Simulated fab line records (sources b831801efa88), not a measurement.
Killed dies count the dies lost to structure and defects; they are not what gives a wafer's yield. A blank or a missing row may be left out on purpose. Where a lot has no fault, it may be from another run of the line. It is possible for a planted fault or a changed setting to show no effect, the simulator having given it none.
Matching of chambers :: flow sfq-line :: cmp-02 running SFQ_TRILAYER_I0_CMP_CMP_028: 4 sister chambers
The step polishes SiO2. 8 wafers are shown with their chamber, then 7 later ones without.

WAFERS PAIRED WITH THEIR CHAMBERS
wafer: L354.6
chamber: 3
motor-current-A (A): 10.9
edge-zone-pressure-frac: 0.994

wafer: L367.5
chamber: 3
motor-current-A (A): 11.9
edge-zone-pressure-frac: 0.995

wafer: L367.6
chamber: 2
motor-current-A (A): 10.1
edge-zone-pressure-frac: 1.007

wafer: L368.1
chamber: 1
motor-current-A (A): 9.1
edge-zone-pressure-frac: 1.003

wafer: L368.4
chamber: 0
motor-current-A (A): 9.3
edge-zone-pressure-frac: 0.988

wafer: L368.5
chamber: 0
motor-current-A (A): 9.5
edge-zone-pressure-frac: 0.997

wafer: L369.2
chamber: 2
motor-current-A (A): 10.1
edge-zone-pressure-frac: 0.993

wafer: L369.4
chamber: 1
motor-current-A (A): 8.8
edge-zone-pressure-frac: 1.007

WAFERS WITH NO CHAMBER GIVEN
wafer: L369.3
motor-current-A (A): 9.7
edge-zone-pressure-frac: 1.005

wafer: L372.1
motor-current-A (A): 9.1
edge-zone-pressure-frac: 0.999

wafer: L372.2
motor-current-A (A): 9.1
edge-zone-pressure-frac: 1.006

wafer: L372.5
motor-current-A (A): 9.1
edge-zone-pressure-frac: 0.998

wafer: L373.3
motor-current-A (A): 8.5
edge-zone-pressure-frac: 1.002

wafer: L373.2
motor-current-A (A): 11.6
edge-zone-pressure-frac: 1.007

wafer: L373.5
motor-current-A (A): 9.3
edge-zone-pressure-frac: 1.001

CHAMBER TAKEN BY EACH
wafer: L369.3
from the rows above: can't be placed: 2 or 1 or 0
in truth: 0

wafer: L372.1
from the rows above: can't be placed: 1 or 0 or 2
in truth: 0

wafer: L372.2
from the rows above: can't be placed: 1 or 0
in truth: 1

wafer: L372.5
from the rows above: can't be placed: 0 or 1 or 2
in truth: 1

wafer: L373.3
from the rows above: can't be placed: 1 or 0
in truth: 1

wafer: L373.2
from the rows above: 3
in truth: 3

wafer: L373.5
from the rows above: can't be placed: 1 or 0 or 2
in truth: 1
1 of 7 placed correctly. These rows do not allow placing 6 (true chamber among the candidates in 6). Wrongly placed: 0.
How it was worked out, from the rows above alone: a wafer's distance from a chamber is the root of the sum, over the readings, of the square of ((its reading less the chamber's mean) divided by the reading's scatter). The wafer belongs to the nearest chamber; if the next one is less than 2 further off, it can't be placed. For every chamber, the mean is computed from those of its wafers that are shown. The scatter: the root of (the sum of the squares of (reading less its chamber's mean) over the shown wafers, divided by (wafers less chambers)).
